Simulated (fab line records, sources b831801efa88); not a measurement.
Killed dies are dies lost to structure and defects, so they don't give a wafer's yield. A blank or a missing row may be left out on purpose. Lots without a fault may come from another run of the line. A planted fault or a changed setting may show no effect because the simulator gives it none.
A struck lot beside a sound one | flow sky130 | 17 steps out of a route of 708
Sound: wafers L457.1, L457.2, L457.3. Struck: wafer L462.3. (L462.6 of the same lot was not struck and is left out.) The cause comes at the end.
At each step with rows: each side's tool, then ch and its chambers, then its first start. Under that, the readings that differ: sound wafers | struck wafers | difference of the means | sigmas: that difference in standard deviations of wafers without a fault.
alike: readings whose means differ by less than 2 such deviations, and words and numbers that are the same on both sides. not compared: withheld readings, readings that some wafer has no value for, bounds like >300 that may hide the same value, and numbers for which the record gives no deviation and whose values overlap.
The two part at a step that has a row with sigmas, a row that says differs or no value, or rows on one side only. Numbers that don't overlap but have no deviation are shown without sigmas and don't part them. A reading that every wafer of one side lacks parts them only if that side has two wafers or more.

first, 1 step without rows for these wafers: SKY_NWELL_IMPLANT_24.
SKY_NWELL_STRIP_25: strips in O2/N2.
  sound on plasma_asher-04 ch 0,1, day 5 22:27; struck on plasma_asher-02 ch 0, day 7 14:53
  reading                     | sound       | struck | difference | sigmas
  drypump_motor_current_A (A) | 5.6 5.8 5.6 | 4.9    | -0.8       | -2
  alike: oes_product_au, strip_time_to_endpoint_s
  not compared: rf_hours_counter_h
SKY_NWELL_TW_MEAS_26:
  sound on film_metro-02, day 5 22:33; struck on film_metro-03, day 7 14:59
  alike: NWELL_2_TW
then, 1 step without rows for these wafers: SKY_NWELL_CLEAN_27 (cleans in SC1/SC2, time 150 s).
SKY_NWELL_RTA_28: time 30 s.
  sound on rtp_anneal-01 ch 0, day 5 22:40; struck on rtp_anneal-02 ch 0, day 7 15:06
  reading        | sound             | struck | difference | sigmas
  chamber_o2_ppm | 2.021 1.973 2.067 | 1.974  | -0.046     | -2
  alike: lamp_power_pct, wafer_temp_C_max
SKY_NWELL_RS_MEAS_29: measures by four-point-probe.
  sound on film_metro-03, day 5 22:46; struck on film_metro-04, day 7 15:13
  alike: NWELL_RS
SKY_NWELL_RS_MEAS_31: measures by four-point-probe.
  sound on film_metro-03, day 5 23:00; struck on film_metro-04, day 7 15:27
  alike: PWDE_RS
then, 4 steps without rows for these wafers: SKY_VT_ADJUST_HVTP_DEHYDRATE_00 (time 60 s); SKY_VT_ADJUST_HVTP_HMDS_01 (prime time 60 s); SKY_VT_ADJUST_HVTP_COAT_02 (resist thk 1140 nm); SKY_VT_ADJUST_HVTP_SOFTBAKE_03 (time 60 s).
SKY_VT_ADJUST_HVTP_EXPOSE_04: exposes mask HVTPM, target cd 380 nm.
  sound on iline_stepper-02 ch 0, day 6 08:27; struck on iline_stepper-02 ch 0, day 8 01:45
  alike: mask
then, 2 steps without rows for these wafers: SKY_VT_ADJUST_HVTP_PEB_05; SKY_VT_ADJUST_HVTP_DEVELOP_06 (develop time 60 s).
SKY_VT_ADJUST_HVTP_CD_MEAS_07: target cd 380 nm.
  sound on cd_sem-01, day 6 16:53; struck on cd_sem-01, day 8 10:29
  reading    | sound             | struck | difference | sigmas
  cd_nm (nm) | 380.4 382.2 381.9 | 357.3  | -24.2      | -9
SKY_VT_ADJUST_HVTP_OVL_MEAS_08:
  sound on overlay-01, day 6 17:01; struck on overlay-01, day 8 10:35
  alike: VT_ADJUST_HVTP_OVL
then, 1 step without rows for these wafers: SKY_PAD_OPEN_PROBE_99.

WHERE THEY PART
First at SKY_NWELL_STRIP_25; last, within this record, at SKY_VT_ADJUST_HVTP_CD_MEAS_07. Later steps at which nothing parts them and some readings are alike: SKY_VT_ADJUST_HVTP_OVL_MEAS_08.

WHY: what the simulator had put in
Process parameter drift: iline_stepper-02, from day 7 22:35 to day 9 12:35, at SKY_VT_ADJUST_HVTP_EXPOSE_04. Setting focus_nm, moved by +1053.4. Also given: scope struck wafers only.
